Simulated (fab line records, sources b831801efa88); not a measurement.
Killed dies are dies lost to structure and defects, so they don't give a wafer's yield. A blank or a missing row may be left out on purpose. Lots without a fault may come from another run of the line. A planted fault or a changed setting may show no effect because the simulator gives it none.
fab line records | flow sky130 | part 1 of 2: steps 1 to 31 of 43
record lots=5 wafers=15 last_day=49
route steps=708 shown PWDE@53 NWELL@56 VT_ADJUST_HVTP@85
lots that met no fault: from a run of the same line without faults
start_h: hours from the record's first day to the start of the lot's first wafer shown | wait_h: hours since the lot's step before | " the same as in the row above | L1.1+2: a row that stands for several wafers | - no value, or no start given | * or withheld: withheld | < > ~ a bound
route shown NAME@n: a module of which the file shows steps, and the number in the route of the first | usual: mean/standard deviation of fault-free wafers | same: alike in all rows | chamber/n: place in a boat | sites: the reading at each site | _std_site: their standard deviation | _edge_site: outer sites' mean less inner sites' | radius_mm: how far each site lies from the wafer's centre | mask NAME#n: copy n | behind: the tool/chamber that last shaped the wafer | hold: why the lot was held/for how many hours/how that ended | device: the transistor (n, p or np) that didn't switch | end of line: the same wafers' tests at the end of the route | a step without rows: its recipe alone | killed: dies lost to structure and defects at the first sort, not the wafer's yield | map: a wafer's dies, x killed, . not, _ none there
set.NAME: the setting as run; set.NAME@STEP: as run at that earlier step | model.NAME: the simulator's own value behind a step, which no gauge read
lots at some steps of the route; a table a step, a row a wafer
services: from which hour (start_h, from the record's first day; less than 0 if before it) a tool's chamber was out of use, for how many hours, and why
## steps
# step SKY_PWDE_IMPLANT_08
# recipe species=B energy_kev=150 dose_cm2=3.6e+12 tilt_deg=withheld
# usual end_station_pressure_torr=5.01e-06/2.8e-07
# columns lot.wafer tool chamber start_h wait_h end_station_pressure_torr
L074.2 implanter-03 0 70.19 0.0 4.89e-06
L074.4 " 0 " " 4.79e-06
L074.6 " 0 " " 4.97e-06
L084.2 implanter-03 0 122.32 0.0 4.74e-06
L084.4 " 0 " " 5.2e-06
L084.6 " 0 " " 5.35e-06
L092.1 implanter-03 0 168.59 0.0 4.89e-06
L092.2 " 0 " " 5.5e-06
L092.6 " 0 " " 5.14e-06
L093.1 implanter-03 0 178.49 0.0 4.92e-06
L093.2 " 0 " " 5.34e-06
L093.5 " 0 " " 4.96e-06
L094.2 implanter-03 0 180.65 0.0 4.65e-06
L094.4 " 0 " " 4.9e-06
L094.6 " 0 " " 5.08e-06
# step SKY_PWDE_STRIP_09
# recipe chemistry=O2/N2 power_w=1400 pressure_mtorr=1500 platen_temp_c=withheld o2_flow_sccm=3000 n2_flow_sccm=300 overash_fraction=0.5
# usual drypump_motor_current_A=5.95/0.3 oes_product_au=0.723/0.0046 strip_time_to_endpoint_s=36.96/0.1
# columns lot.wafer tool chamber start_h wait_h drypump_motor_current_A oes_product_au rf_hours_counter_h strip_time_to_endpoint_s
L074.2 plasma_asher-03 0 70.32 0.1 5.70 0.717 38 37.01
L074.4 " 1 " " 6.17 0.725 - 36.99
L074.6 " 0 " " 5.69 0.725 - 36.96
L084.2 plasma_asher-03 0 122.44 0.1 5.71 0.727 0 36.81
L084.4 " 1 " " 6.19 0.722 - 36.85
L084.6 " 0 " " 5.71 0.723 - 36.85
L092.1 plasma_asher-01 0 168.74 0.1 5.81 0.731 48 37.04
L092.2 " 1 " " 5.46 0.719 48 37.06
L092.6 " 1 " " 5.44 0.715 - 37.22
L093.1 plasma_asher-02 0 178.64 0.1 6.04 0.725 37 36.98
L093.2 " 1 " " 6.33 0.724 37 36.96
L093.5 " 0 " " 6.08 0.727 - 37.02
L094.2 plasma_asher-01 1 180.78 0.1 5.48 0.719 49 37.09
L094.4 " 1 " " 5.43 0.714 - 37.13
L094.6 " 1 " " 5.45 0.729 - 36.98
# step SKY_PWDE_TW_MEAS_10
# usual PWDE_TW=373/3.8
# columns lot.wafer tool chamber start_h wait_h PWDE_TW
L074.2 film_metro-01 - 70.43 0.1 372
L074.4 " - " " 374
L074.6 " - " " 372
L084.2 film_metro-04 - 122.61 0.1 380
L084.4 " - " " 378
L084.6 " - " " 380
L092.1 film_metro-03 - 168.84 0.1 371
L092.2 " - " " 371
L092.6 " - " " 369
L093.1 film_metro-03 - 178.74 0.1 370
L093.2 " - " " 368
L093.5 " - " " 368
L094.2 film_metro-01 - 180.89 0.1 371
L094.4 " - " " 372
L094.6 " - " " 370
# step SKY_NWELL_DEHYDRATE_03
# recipe temp_c=200 time_s=60
# same time_s=60
# columns lot.wafer tool chamber start_h wait_h
L074.2+4+6 litho_track-02 0 78.02 7.6
L084.2+4+6 litho_track-02 0 131.56 8.9
L092.1+2+6 litho_track-02 0 179.39 10.5
L093.1+2+5 litho_track-01 0 188.45 9.7
L094.2+4+6 litho_track-03 0 190.96 10.1
# step SKY_NWELL_HMDS_04
# recipe prime_time_s=60 prime_temp_c=120
# columns lot.wafer tool chamber start_h wait_h
L074.2+4+6 litho_track-02 0 78.17 0.1
L084.2+4+6 litho_track-02 0 131.71 0.1
L092.1+2+6 litho_track-02 0 179.54 0.1
L093.1+2+5 litho_track-01 0 188.60 0.1
L094.2+4+6 litho_track-03 0 191.11 0.1
# step SKY_NWELL_COAT_05
# recipe spin_rpm=2000 resist_thk_nm=3000
# columns lot.wafer tool chamber start_h wait_h
L074.2+4+6 litho_track-02 0 78.32 0.1
L084.2+4+6 litho_track-02 0 131.86 0.1
L092.1+2+6 litho_track-02 0 179.69 0.1
L093.1+2+5 litho_track-01 0 188.75 0.1
L094.2+4+6 litho_track-03 0 191.26 0.1
# step SKY_NWELL_SOFTBAKE_06
# recipe temp_c=110 time_s=withheld
# columns lot.wafer tool chamber start_h wait_h
L074.2+4+6 litho_track-02 0 78.47 0.1
L084.2+4+6 litho_track-02 0 132.02 0.1
L092.1+2+6 litho_track-02 0 179.84 0.1
L093.1+2+5 litho_track-01 0 188.90 0.1
L094.2+4+6 litho_track-03 0 191.41 0.1
# step SKY_NWELL_EXPOSE_07
# recipe mask_id=NWM na=0.6 source_shape=conventional sigma_outer=0.6 polarization=unpolarized target_cd_nm=840 dose_mj=255
# same na=0.6
# columns lot.wafer tool chamber start_h wait_h mask
L074.2+4+6 iline_stepper-02 0 - - NWM#0
L084.2+4+6 iline_stepper-02 0 - - NWM#0
L092.1+2+6 iline_stepper-01 0 - - NWM#0
L093.1+2+5 iline_stepper-01 0 - - NWM#0
L094.2+4+6 iline_stepper-01 0 - - NWM#0
# step SKY_NWELL_PEB_08
# recipe temp_c=115 time_s=withheld
# columns lot.wafer tool chamber start_h wait_h
L074.2+4+6 litho_track-01 0 - -
L084.2+4+6 litho_track-03 0 - -
L092.1+2+6 litho_track-02 0 - -
L093.1+2+5 litho_track-01 0 - -
L094.2+4+6 litho_track-02 0 - -
# step SKY_NWELL_DEVELOP_09
# recipe wall_angle_deg=90 developer=TMAH develop_time_s=60 dev_temp_c=23
# columns lot.wafer tool chamber start_h wait_h
L074.2+4+6 litho_track-01 0 - -
L084.2+4+6 litho_track-03 0 - -
L092.1+2+6 litho_track-02 0 - -
L093.1+2+5 litho_track-01 0 - -
L094.2+4+6 litho_track-02 0 - -
# step SKY_NWELL_OVL_MEAS_10
# usual NWELL_00_OVL=-1.3/1.6
# columns lot.wafer tool chamber start_h wait_h NWELL_00_OVL[nm]
L074.2 overlay-02 - 87.51 - -1.5
L074.4 " - " " -1.4
L074.6 " - " " -0.7
L084.2 overlay-02 - 142.09 - -3.6
L084.4 " - " " -3.3
L084.6 " - " " -3.6
L092.1 overlay-01 - 190.89 - -2.2
L092.2 " - " " -2.6
L092.6 " - " " -1.9
L093.1 overlay-02 - 200.75 - -1.6
L093.2 " - " " -1.8
L093.5 " - " " -2.3
L094.2 overlay-01 - 203.30 - -0.9
L094.4 " - " " -1.1
L094.6 " - " " -1.4
# step SKY_NWELL_IMPLANT_11
# recipe species=P energy_kev=400 dose_cm2=1.9e+13 tilt_deg=withheld
# usual end_station_pressure_torr=5.09e-06/2.5e-07
# columns lot.wafer tool chamber start_h wait_h end_station_pressure_torr
L074.2 implanter-02 0 87.57 0.0 4.61e-06
L074.4 " 0 " " 5.08e-06
L074.6 " 0 " " 5.1e-06
L084.2 implanter-04 0 142.14 0.0 5.09e-06
L084.4 " 0 " " 5.45e-06
L084.6 " 0 " " 5.44e-06
L092.1 implanter-02 0 190.93 0.0 5.07e-06
L092.2 " 0 " " 4.74e-06
L092.6 " 0 " " 5.16e-06
L093.1 implanter-04 0 200.79 0.0 5.18e-06
L093.2 " 0 " " 5.1e-06
L093.5 " 0 " " 4.88e-06
L094.2 implanter-02 0 203.35 0.0 4.66e-06
L094.4 " 0 " " 5.17e-06
L094.6 " 0 " " 5.47e-06
# step SKY_NWELL_IMPLANT_12
# recipe species=P energy_kev=120 dose_cm2=1.3e+12 tilt_deg=withheld
# usual end_station_pressure_torr=5.02e-06/2.6e-07
# columns lot.wafer tool chamber start_h wait_h end_station_pressure_torr
L074.2 implanter-02 0 87.72 0.1 4.81e-06
L074.4 " 0 " " 5.08e-06
L074.6 " 0 " " 4.98e-06
L084.2 implanter-04 0 142.29 0.1 4.98e-06
L084.4 " 0 " " 4.94e-06
L084.6 " 0 " " 5.12e-06
L092.1 implanter-02 0 191.08 0.1 5.24e-06
L092.2 " 0 " " 4.85e-06
L092.6 " 0 " " 5.19e-06
L093.1 implanter-04 0 200.94 0.1 5.31e-06
L093.2 " 0 " " 5.25e-06
L093.5 " 0 " " 5.55e-06
L094.2 implanter-02 0 203.50 0.1 4.64e-06
L094.4 " 0 " " 5.29e-06
L094.6 " 0 " " 4.71e-06
# step SKY_NWELL_IMPLANT_13
# recipe species=P energy_kev=50 dose_cm2=7e+11 tilt_deg=withheld
# usual end_station_pressure_torr=4.98e-06/2.6e-07
# columns lot.wafer tool chamber start_h wait_h end_station_pressure_torr
L074.2 implanter-02 0 87.87 0.1 4.69e-06
L074.4 " 0 " " 4.93e-06
L074.6 " 0 " " 5.37e-06
L084.2 implanter-04 0 142.44 0.1 5.83e-06
L084.4 " 0 " " 5.35e-06
L084.6 " 0 " " 5.03e-06
L092.1 implanter-02 0 191.23 0.1 4.82e-06
L092.2 " 0 " " 5.02e-06
L092.6 " 0 " " 5.62e-06
L093.1 implanter-04 0 201.09 0.1 4.93e-06
L093.2 " 0 " " 4.91e-06
L093.5 " 0 " " 4.98e-06
L094.2 implanter-02 0 203.65 0.1 4.84e-06
L094.4 " 0 " " 4.91e-06
L094.6 " 0 " " 5.61e-06
# step SKY_NWELL_STRIP_14
# recipe chemistry=O2/N2 power_w=1400 pressure_mtorr=1500 platen_temp_c=withheld o2_flow_sccm=3000 n2_flow_sccm=300 overash_fraction=0.5
# usual drypump_motor_current_A=5.92/0.28 oes_product_au=0.722/0.005 strip_time_to_endpoint_s=36.97/0.12
# columns lot.wafer tool chamber start_h wait_h drypump_motor_current_A oes_product_au rf_hours_counter_h strip_time_to_endpoint_s
L074.2 plasma_asher-03 1 87.99 0.1 6.17 0.724 40 36.90
L074.4 " 0 " " 5.70 0.721 - 36.85
L074.6 " 0 " " 5.70 0.719 - 36.92
L084.2 plasma_asher-01 0 142.57 0.1 5.81 0.723 45 36.94
L084.4 " 1 " " 5.45 0.725 - 37.02
L084.6 " 1 " " 5.51 0.731 - 37.07
L092.1 plasma_asher-01 1 191.38 0.1 5.47 0.715 50 36.92
L092.2 " 0 " " 5.84 0.721 50 36.94
L092.6 " 1 " " 5.51 0.727 - 36.88
L093.1 plasma_asher-03 1 201.24 0.1 6.16 0.721 7 36.93
L093.2 " 0 " " 5.71 0.724 7 36.95
L093.5 " 0 " " 5.71 0.723 - 36.94
L094.2 plasma_asher-01 0 203.78 0.1 5.77 0.717 51 37.06
L094.4 " 1 " " 5.52 0.723 - 37.14
L094.6 " 1 " " 5.50 0.726 - 37.20
# step SKY_NWELL_TW_MEAS_15
# usual NWELL_TW=1819/18
# columns lot.wafer tool chamber start_h wait_h NWELL_TW
L074.2 film_metro-03 - 88.10 0.1 1806
L074.4 " - " " 1795
L074.6 " - " " 1808
L084.2 film_metro-01 - 142.68 0.1 1821
L084.4 " - " " 1824
L084.6 " - " " 1814
L092.1 film_metro-03 - 191.48 0.1 1808
L092.2 " - " " 1790
L092.6 " - " " 1805
L093.1 film_metro-03 - 201.34 0.1 1799
L093.2 " - " " 1793
L093.5 " - " " 1803
L094.2 film_metro-03 - 203.89 0.1 1794
L094.4 " - " " 1798
L094.6 " - " " 1800
# step SKY_NWELL_DEHYDRATE_16
# recipe temp_c=200 time_s=60
# same time_s=60
# columns lot.wafer tool chamber start_h wait_h
L074.2+4+6 litho_track-01 0 96.13 8.0
L084.2+4+6 litho_track-03 0 152.06 9.4
L092.1+2+6 litho_track-01 0 202.65 11.2
L093.1+2+5 litho_track-02 0 211.54 10.2
L094.2+4+6 litho_track-02 0 214.41 10.5
# step SKY_NWELL_HMDS_17
# recipe prime_time_s=60 prime_temp_c=120
# columns lot.wafer tool chamber start_h wait_h
L074.2+4+6 litho_track-01 0 96.28 0.1
L084.2+4+6 litho_track-03 0 152.21 0.1
L092.1+2+6 litho_track-01 0 202.80 0.1
L093.1+2+5 litho_track-02 0 211.69 0.1
L094.2+4+6 litho_track-02 0 214.56 0.1
# step SKY_NWELL_COAT_18
# recipe spin_rpm=2000 resist_thk_nm=3000
# columns lot.wafer tool chamber start_h wait_h
L074.2+4+6 litho_track-01 0 96.43 0.1
L084.2+4+6 litho_track-03 0 152.36 0.1
L092.1+2+6 litho_track-01 0 202.95 0.1
L093.1+2+5 litho_track-02 0 211.84 0.1
L094.2+4+6 litho_track-02 0 214.71 0.1
# step SKY_NWELL_SOFTBAKE_19
# recipe temp_c=110 time_s=withheld
# columns lot.wafer tool chamber start_h wait_h
L074.2+4+6 litho_track-01 0 96.59 0.1
L084.2+4+6 litho_track-03 0 152.51 0.1
L092.1+2+6 litho_track-01 0 203.10 0.1
L093.1+2+5 litho_track-02 0 211.99 0.1
L094.2+4+6 litho_track-02 0 214.87 0.1
# step SKY_NWELL_EXPOSE_20
# recipe mask_id=NWM_COMPLEMENT na=0.6 source_shape=conventional sigma_outer=0.6 polarization=unpolarized target_cd_nm=840 dose_mj=260
# same na=0.6
# columns lot.wafer tool chamber start_h wait_h mask
L074.2+4+6 iline_stepper-02 0 - - NWM_COMPLEMENT#0
L084.2+4+6 iline_stepper-01 0 - - NWM_COMPLEMENT#0
L092.1+2+6 iline_stepper-01 0 - - NWM_COMPLEMENT#0
L093.1+2+5 iline_stepper-01 0 - - NWM_COMPLEMENT#0
L094.2+4+6 iline_stepper-01 0 - - NWM_COMPLEMENT#0
# step SKY_NWELL_PEB_21
# recipe temp_c=115 time_s=withheld
# columns lot.wafer tool chamber start_h wait_h
L074.2+4+6 litho_track-02 0 - -
L084.2+4+6 litho_track-03 0 - -
L092.1+2+6 litho_track-02 0 - -
L093.1+2+5 litho_track-03 0 - -
L094.2+4+6 litho_track-01 0 - -
# step SKY_NWELL_DEVELOP_22
# recipe wall_angle_deg=90 developer=TMAH develop_time_s=60 dev_temp_c=23
# columns lot.wafer tool chamber start_h wait_h
L074.2+4+6 litho_track-02 0 - -
L084.2+4+6 litho_track-03 0 - -
L092.1+2+6 litho_track-02 0 - -
L093.1+2+5 litho_track-03 0 - -
L094.2+4+6 litho_track-01 0 - -
# step SKY_NWELL_OVL_MEAS_23
# usual NWELL_01_OVL=0.4/1.9
# columns lot.wafer tool chamber start_h wait_h NWELL_01_OVL[nm]
L074.2 overlay-02 - 105.30 - 1.0
L074.4 " - " " -1.0
L074.6 " - " " 1.0
L084.2 overlay-02 - 162.49 - -0.2
L084.4 " - " " -1.0
L084.6 " - " " 0.3
L092.1 overlay-02 - 214.39 - -0.1
L092.2 " - " " -2.5
L092.6 " - " " -1.7
L093.1 overlay-02 - 222.08 - -1.3
L093.2 " - " " -2.0
L093.5 " - " " -0.2
L094.2 overlay-01 - 225.61 - -1.1
L094.4 " - " " 0.4
L094.6 " - " " -0.1
# step SKY_NWELL_IMPLANT_24
# recipe species=B energy_kev=140 dose_cm2=9.2e+12 tilt_deg=withheld
# usual end_station_pressure_torr=4.99e-06/2.3e-07
# columns lot.wafer tool chamber start_h wait_h end_station_pressure_torr
L074.2 implanter-02 0 105.35 0.0 5.29e-06
L074.4 " 0 " " 5.02e-06
L074.6 " 0 " " 4.76e-06
L084.2 implanter-02 0 162.54 0.0 5.05e-06
L084.4 " 0 " " 4.72e-06
L084.6 " 0 " " 4.8e-06
L092.1 implanter-02 0 214.43 0.0 5.4e-06
L092.2 " 0 " " 5.04e-06
L092.6 " 0 " " 5.39e-06
L093.1 implanter-02 0 222.12 0.0 5.25e-06
L093.2 " 0 " " 4.53e-06
L093.5 " 0 " " 5.41e-06
L094.2 implanter-04 0 225.66 0.0 4.97e-06
L094.4 " 0 " " 5.2e-06
L094.6 " 0 " " 4.25e-06
# step SKY_NWELL_STRIP_25
# recipe chemistry=O2/N2 power_w=1400 pressure_mtorr=1500 platen_temp_c=withheld o2_flow_sccm=3000 n2_flow_sccm=300 overash_fraction=0.5
# usual drypump_motor_current_A=5.87/0.28 oes_product_au=0.722/0.0046 strip_time_to_endpoint_s=36.99/0.14
# columns lot.wafer tool chamber start_h wait_h drypump_motor_current_A oes_product_au rf_hours_counter_h strip_time_to_endpoint_s
L074.2 plasma_asher-01 1 105.48 0.1 5.51 0.725 41 36.87
L074.4 " 0 " " 5.81 0.725 - 36.75
L074.6 " 1 " " 5.45 0.727 - 36.83
L084.2 plasma_asher-04 1 162.67 0.1 6.10 0.723 48 37.09
L084.4 " 0 " " 6.26 0.724 - 37.07
L084.6 " 1 " " 6.11 0.715 - 36.96
L092.1 plasma_asher-01 0 214.58 0.1 5.79 0.723 52 36.89
L092.2 " 1 " " 5.49 0.720 52 36.94
L092.6 " 0 " " 5.82 0.721 - 36.81
L093.1 plasma_asher-03 1 222.27 0.1 6.18 0.727 10 36.98
L093.2 " 0 " " 5.70 0.733 10 36.99
L093.5 " 0 " " 5.72 0.720 - 36.97
L094.2 plasma_asher-01 0 225.79 0.1 5.81 0.727 54 37.08
L094.4 " 0 " " 5.81 0.723 - 37.02
L094.6 " 0 " " 5.81 0.719 - 37.03
# step SKY_NWELL_TW_MEAS_26
# usual NWELL_2_TW=495/4.9
# columns lot.wafer tool chamber start_h wait_h NWELL_2_TW
L074.2 film_metro-04 - 105.59 0.1 503
L074.4 " - " " 504
L074.6 " - " " 502
L084.2 film_metro-01 - 162.78 0.1 492
L084.4 " - " " 492
L084.6 " - " " 490
L092.1 film_metro-03 - 214.68 0.1 489
L092.2 " - " " 490
L092.6 " - " " 490
L093.1 film_metro-03 - 222.37 0.1 489
L093.2 " - " " 493
L093.5 " - " " 490
L094.2 film_metro-03 - 225.90 0.1 490
L094.4 " - " " 490
L094.6 " - " " 490
# step SKY_NWELL_CLEAN_27
# recipe chemistry=SC1/SC2 mix=1:4:20 temp_c=70 time_s=150 dry=n2_spin
# same time_s=150
# columns lot.wafer tool chamber start_h wait_h
L074.2+4+6 wet_bench-03 2 105.64 0.0
L084.2+4+6 wet_bench-03 0 162.83 0.0
L092.1+2+6 wet_bench-01 3 214.74 0.1
L093.1+2+5 wet_bench-01 2 222.43 0.1
L094.2+4+6 wet_bench-03 1 225.95 0.0
# step SKY_NWELL_RTA_28
# recipe temp_c=1050 time_s=30 idle_temp_c=650 ramp_up_c_per_s=150 ramp_down_c_per_s=90 ambient=N2
# usual lamp_power_pct=25.30/0.052 ramp_down_c_per_s=90.000/0.018 ramp_up_c_per_s=150.00/0.029 wafer_temp_C_max=1054.8/0.91
# same time_s=30
# columns lot.wafer tool chamber start_h wait_h lamp_power_pct ramp_down_c_per_s ramp_up_c_per_s wafer_temp_C_max
L074.2 rtp_anneal-01 0 105.70 0.0 25.30 90.011 149.99 1056.5
L074.4 " 0 " " 25.22 89.981 149.99 1055.5
L074.6 " 0 " " 25.35 89.999 150.00 1055.1
L084.2 rtp_anneal-01 0 162.89 0.0 25.22 90.002 149.97 1054.1
L084.4 " 0 " " 25.25 90.032 150.02 1055.2
L084.6 " 0 " " 25.32 90.005 149.98 1055.2
L092.1 rtp_anneal-02 0 214.79 0.0 25.32 89.974 149.96 1055.3
L092.2 " 0 " " 25.34 89.991 150.00 1054.0
L092.6 " 0 " " 25.36 89.983 150.04 1054.5
L093.1 rtp_anneal-01 0 222.48 0.0 25.36 89.982 149.99 1055.6
L093.2 " 0 " " 25.37 90.031 149.96 1053.6
L093.5 " 0 " " 25.28 90.013 150.03 1055.1
L094.2 rtp_anneal-01 0 226.02 0.0 25.32 89.976 150.00 1055.7
L094.4 " 0 " " 25.26 90.042 149.99 1053.4
L094.6 " 0 " " 25.30 89.994 150.00 1054.8
# step SKY_NWELL_RS_MEAS_29
# recipe thk_meas_gauge=four-point-probe
# usual NWELL_RS=624.6/1.4
# columns lot.wafer tool chamber start_h wait_h NWELL_RS[ohm/sq]
L074.2 film_metro-03 - 105.81 0.1 622.6
L074.4 " - " " 625.3
L074.6 " - " " 623.1
L084.2 film_metro-03 - 163.01 0.1 624.2
L084.4 " - " " 624.3
L084.6 " - " " 623.7
L092.1 film_metro-04 - 214.89 0.1 623.5
L092.2 " - " " 624.7
L092.6 " - " " 624.0
L093.1 film_metro-03 - 222.58 0.1 623.4
L093.2 " - " " 623.6
L093.5 " - " " 622.1
L094.2 film_metro-01 - 226.12 0.1 624.4
L094.4 " - " " 624.1
L094.6 " - " " 624.0
# step SKY_NWELL_RS_MEAS_31
# recipe thk_meas_gauge=four-point-probe
# usual PWDE_RS=5276/17
# columns lot.wafer tool chamber start_h wait_h PWDE_RS[ohm/sq]
L074.2 film_metro-03 - 106.05 0.1 5271
L074.4 " - " " 5273
L074.6 " - " " 5248
L084.2 film_metro-03 - 163.25 0.1 5261
L084.4 " - " " 5268
L084.6 " - " " 5282
L092.1 film_metro-04 - 215.13 0.1 5275
L092.2 " - " " 5272
L092.6 " - " " 5276
L093.1 film_metro-03 - 222.82 0.1 5302
L093.2 " - " " 5286
L093.5 " - " " 5286
L094.2 film_metro-01 - 226.36 0.1 5283
L094.4 " - " " 5274
L094.6 " - " " 5289
